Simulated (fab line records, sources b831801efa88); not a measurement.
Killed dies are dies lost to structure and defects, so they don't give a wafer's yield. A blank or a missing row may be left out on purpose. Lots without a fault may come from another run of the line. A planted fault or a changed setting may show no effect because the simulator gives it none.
fab line records | flow sky130 | part 2 of 2: steps 24 to 31 of 31
record lots=5 wafers=15 last_day=49
route steps=708 shown METAL3@561 VIA3@573
lots that met no fault: from a run of the same line without faults
start_h: hours from the record's first day to the start of the lot's first wafer shown | wait_h: hours since the lot's step before | " the same as in the row above | L1.1+2: a row that stands for several wafers | - no value, or no start given | * or withheld: withheld | < > ~ a bound
route shown NAME@n: a module of which the file shows steps, and the number in the route of the first | usual: mean/standard deviation of fault-free wafers | same: alike in all rows | chamber/n: place in a boat | sites: the reading at each site | _std_site: their standard deviation | _edge_site: outer sites' mean less inner sites' | radius_mm: how far each site lies from the wafer's centre | mask NAME#n: copy n | behind: the tool/chamber that last shaped the wafer | hold: why the lot was held/for how many hours/how that ended | device: the transistor (n, p or np) that didn't switch | end of line: the same wafers' tests at the end of the route | a step without rows: its recipe alone | killed: dies lost to structure and defects at the first sort, not the wafer's yield | map: a wafer's dies, x killed, . not, _ none there
set.NAME: the setting as run; set.NAME@STEP: as run at that earlier step | model.NAME: the simulator's own value behind a step, which no gauge read
lots at some steps of the route; a table a step, a row a wafer
services: from which hour (start_h, from the record's first day; less than 0 if before it) a tool's chamber was out of use, for how many hours, and why
## steps
# step SKY_VIA3_DEVELOP_11
# recipe develop_time_s=60 resist=KrF-thick dev_temp_c=21
# usual chill_plate_temp_C=23.02/0.11 resist_line_temp_C=23.02/0.12
# columns lot.wafer tool chamber start_h wait_h chill_plate_temp_C resist_line_temp_C
L074.1 litho_track-04 0 - - 22.71 22.91
L074.3 " 0 " " 22.97 23.17
L074.4 " 0 " " 22.97 22.89
L085.1 litho_track-04 0 - - 23.03 22.74
L085.3 " 0 " " 23.03 22.83
L085.6 " 0 " " 23.10 22.69
L087.3 litho_track-02 0 - - 22.99 23.08
L087.5 " 0 " " 23.00 23.16
L087.6 " 0 " " 22.93 22.96
L091.1 litho_track-02 0 - - 22.85 23.15
L091.2 " 0 " " 22.94 23.17
L091.5 " 0 " " 23.13 22.97
L094.1 litho_track-02 0 - - 23.09 23.10
L094.2 " 0 " " 23.20 23.03
L094.4 " 0 " " 23.01 23.08
# step SKY_VIA3_CD_MEAS_12
# recipe target_cd_nm=200
# usual cd_nm=200.6/1.3
# columns lot.wafer tool chamber start_h wait_h cd_nm
L074.1 cd_sem-02 - 926.46 - 199.8
L074.3 " - " " 200.9
L074.4 " - " " 199.9
L085.1 cd_sem-01 - 1015.01 - 200.0
L085.3 " - " " 198.8
L085.6 " - " " 200.8
L087.3 cd_sem-01 - 1025.74 - 201.1
L087.5 " - " " 200.6
L087.6 " - " " 200.3
L091.1 cd_sem-02 - 1049.60 - 198.7
L091.2 " - " " 199.7
L091.5 " - " " 198.9
L094.1 cd_sem-02 - 1059.75 - 200.7
L094.2 " - " " 200.4
L094.4 " - " " 199.2
# step SKY_VIA3_OVL_MEAS_13
# usual VIA3_OVL=-5/4.8
# columns lot.wafer tool chamber start_h wait_h VIA3_OVL[nm]
L074.1 overlay-02 - 926.58 0.1 -13
L074.3 " - " " -10
L074.4 " - " " -10
L085.1 overlay-01 - 1015.13 0.1 -13
L085.3 " - " " -16
L085.6 " - " " -10
L087.3 overlay-01 - 1025.83 0.1 0
L087.5 " - " " -6
L087.6 " - " " -5
L091.1 overlay-01 - 1049.72 0.1 -3
L091.2 " - " " -14
L091.5 " - " " -7
L094.1 overlay-01 - 1059.87 0.1 1
L094.2 " - " " -6
L094.4 " - " " 3
# step SKY_VIA3_ETCH_14
# recipe chemistry=N2/H2 target=BARC ion_energy_ev=200 source_w=500 bias_w=100 pressure_mtorr=30 n2_flow_sccm=100 h2_flow_sccm=200 stop_on=SiO2 time_s=45.9 target_depth_a=600
# usual drypump_motor_current_A=5.7/0.51 oes_product_au=0.856/0.0048 throttle_valve_pct=13.225/0.0097
# same time_s=45.9
# columns lot.wafer tool chamber start_h wait_h drypump_motor_current_A oes_product_au rf_hours_counter_h throttle_valve_pct
L074.1 rie_diel-03 3 926.61 0.0 5.8 0.859 19 13.236
L074.3 " 2 " " 5.3 0.861 13 13.224
L074.4 " 3 " " 5.8 0.862 - 13.213
L085.1 rie_diel-03 1 1015.16 0.0 5.6 0.851 20 13.226
L085.3 " 2 " " 5.2 0.858 16 13.213
L085.6 " 3 " " 5.8 0.857 - 13.231
L087.3 rie_diel-03 3 1025.86 0.0 5.8 0.864 23 13.229
L087.5 " 3 " " 5.8 0.851 - 13.224
L087.6 " 0 " " 6.5 0.850 - 13.235
L091.1 rie_diel-03 3 1049.76 0.0 5.8 0.846 24 13.220
L091.2 " 0 " " 6.5 0.860 14 13.220
L091.5 " 3 " " 5.8 0.858 - 13.228
L094.1 rie_diel-04 2 1059.91 0.0 5.5 0.854 19 13.240
L094.2 " 1 " " 4.7 0.855 9 13.209
L094.4 " 3 " " 5.3 0.849 25 13.221
# step SKY_VIA3_ETCH_15
# recipe target=SiO2 chemistry=C4F8/O2/Ar target_depth_nm=507 stop_on=TiN mask_material=KrF-thick source_w=1500 bias_w=1200 pressure_mtorr=40 c4f8_flow_sccm=withheld O2_flow_sccm=6 Ar_flow_sccm=300 time_s=78
# usual oes_product_au=0.946/0.0045
# same time_s=78
# columns lot.wafer tool chamber start_h wait_h oes_product_au rf_hours_counter_h
L074.1 rie_diel-03 3 926.65 0.0 0.945 20
L074.3 " 2 " " 0.946 13
L074.4 " 3 " " 0.945 -
L085.1 rie_diel-03 1 1015.21 0.0 0.940 20
L085.3 " 2 " " 0.954 16
L085.6 " 3 " " 0.939 -
L087.3 rie_diel-03 3 1025.90 0.0 0.954 23
L087.5 " 3 " " 0.941 -
L087.6 " 0 " " 0.946 -
L091.1 rie_diel-03 3 1049.80 0.0 0.941 24
L091.2 " 0 " " 0.947 14
L091.5 " 3 " " 0.947 -
L094.1 rie_diel-04 2 1059.95 0.0 0.950 19
L094.2 " 1 " " 0.950 9
L094.4 " 3 " " 0.957 25
# step SKY_VIA3_STRIP_16
# recipe chemistry=O2/N2 power_w=1400 pressure_mtorr=1500 platen_temp_c=withheld o2_flow_sccm=3000 n2_flow_sccm=300 overash_fraction=0.5
# usual drypump_motor_current_A=5.5/0.32 oes_product_au=0.403/0.0046 strip_time_to_endpoint_s=4.145/0.024
# columns lot.wafer tool chamber start_h wait_h drypump_motor_current_A oes_product_au rf_hours_counter_h strip_time_to_endpoint_s
L074.1 plasma_asher-02 1 926.71 0.0 5.6 0.405 113 4.110
L074.3 " 1 " " 5.6 0.402 - 4.118
L074.4 " 0 " " 4.9 0.401 - 4.095
L085.1 plasma_asher-02 1 1015.27 0.0 5.6 0.402 120 4.109
L085.3 " 1 " " 5.6 0.405 - 4.144
L085.6 " 0 " " 4.9 0.399 - 4.131
L087.3 plasma_asher-04 0 1025.99 0.1 5.7 0.405 - 4.155
L087.5 " 0 " " 5.7 0.403 - 4.130
L087.6 " 1 " " 5.8 0.405 - 4.115
L091.1 plasma_asher-04 0 1049.86 0.0 5.6 0.407 93 4.149
L091.2 " 1 " " 5.9 0.405 93 4.169
L091.5 " 1 " " 5.8 0.407 - 4.178
L094.1 plasma_asher-04 0 1060.01 0.0 5.6 0.399 95 4.157
L094.2 " 1 " " 5.8 0.400 95 4.150
L094.4 " 0 " " 5.7 0.406 - 4.185
# step SKY_VIA3_STRIP_17
# recipe chemistry=post_etch_residue_remover time_s=1200 temp_c=72.5
# usual temp_c=72.49/0.13
# same time_s=1200
# columns lot.wafer tool chamber start_h wait_h temp_c
L074.1 wet_bench-02 2 926.81 0.1 72.63
L074.3 " 2 " " 72.43
L074.4 " 2 " " 72.50
L085.1 wet_bench-01 2 1015.37 0.1 72.43
L085.3 " 2 " " 72.72
L085.6 " 2 " " 72.47
L087.3 wet_bench-01 2 1026.06 0.0 72.44
L087.5 " 2 " " 72.47
L087.6 " 2 " " 72.51
L091.1 wet_bench-03 2 1049.96 0.1 72.37
L091.2 " 2 " " 72.26
L091.5 " 2 " " 72.41
L094.1 wet_bench-03 3 1060.11 0.1 72.58
L094.2 " 3 " " 72.58
L094.4 " 3 " " 72.57
# step SKY_VIA3_CLEAN_18
# recipe chemistry=IPA time_s=180 temp_c=25
# usual temp_c=24.99/0.09
# same time_s=180
# columns lot.wafer tool chamber start_h wait_h temp_c
L074.1 wet_bench-03 3 927.16 0.0 24.98
L074.3 " 3 " " 25.02
L074.4 " 3 " " 24.91
L085.1 wet_bench-03 3 1015.71 0.0 25.11
L085.3 " 3 " " 24.97
L085.6 " 3 " " 25.04
L087.3 wet_bench-03 3 1026.40 0.0 25.12
L087.5 " 3 " " 25.00
L087.6 " 3 " " 24.90
L091.1 wet_bench-02 3 1050.33 0.0 25.04
L091.2 " 3 " " 25.11
L091.5 " 3 " " 24.95
L094.1 wet_bench-02 3 1060.45 0.0 24.97
L094.2 " 3 " " 24.98
L094.4 " 3 " " 24.88
## services
# columns tool chamber start_h hours kind
krf_scanner-02 - 878.65 0.8 pm
wet_bench-04 - 880.89 4.4 repair
rie_diel-03 1 886.23 1.4 repair
krf_scanner-02 - 888.40 3.6 pm
cmp-01 - 905.01 0.5 repair
rie_diel-03 - 915.80 1.6 repair
rie_metal-02 - 918.40 0.3 repair
wet_bench-04 - 922.18 2.4 repair
rie_diel-03 1 924.69 5.3 repair
rie_diel-03 - 955.30 0.3 repair
plasma_asher-02 - 959.31 0.7 repair
plasma_asher-02 - 965.14 0.4 repair
rie_metal-02 - 965.69 2.8 pm
rie_diel-03 1 972.57 15.9 repair
plasma_asher-02 - 974.33 7.7 pm
rie_diel-03 0 976.81 3.8 repair
plasma_asher-02 - 988.45 8.2 repair
rie_diel-03 1 992.47 8.5 repair
cmp-01 - 1012.96 3.1 repair
cmp-01 - 1021.64 4.3 repair
rie_diel-03 - 1046.58 0.8 repair
rie_metal-02 - 1046.61 0.5 repair
rie_diel-03 3 1052.54 10.3 repair
plasma_asher-02 - 1055.25 9.0 pm
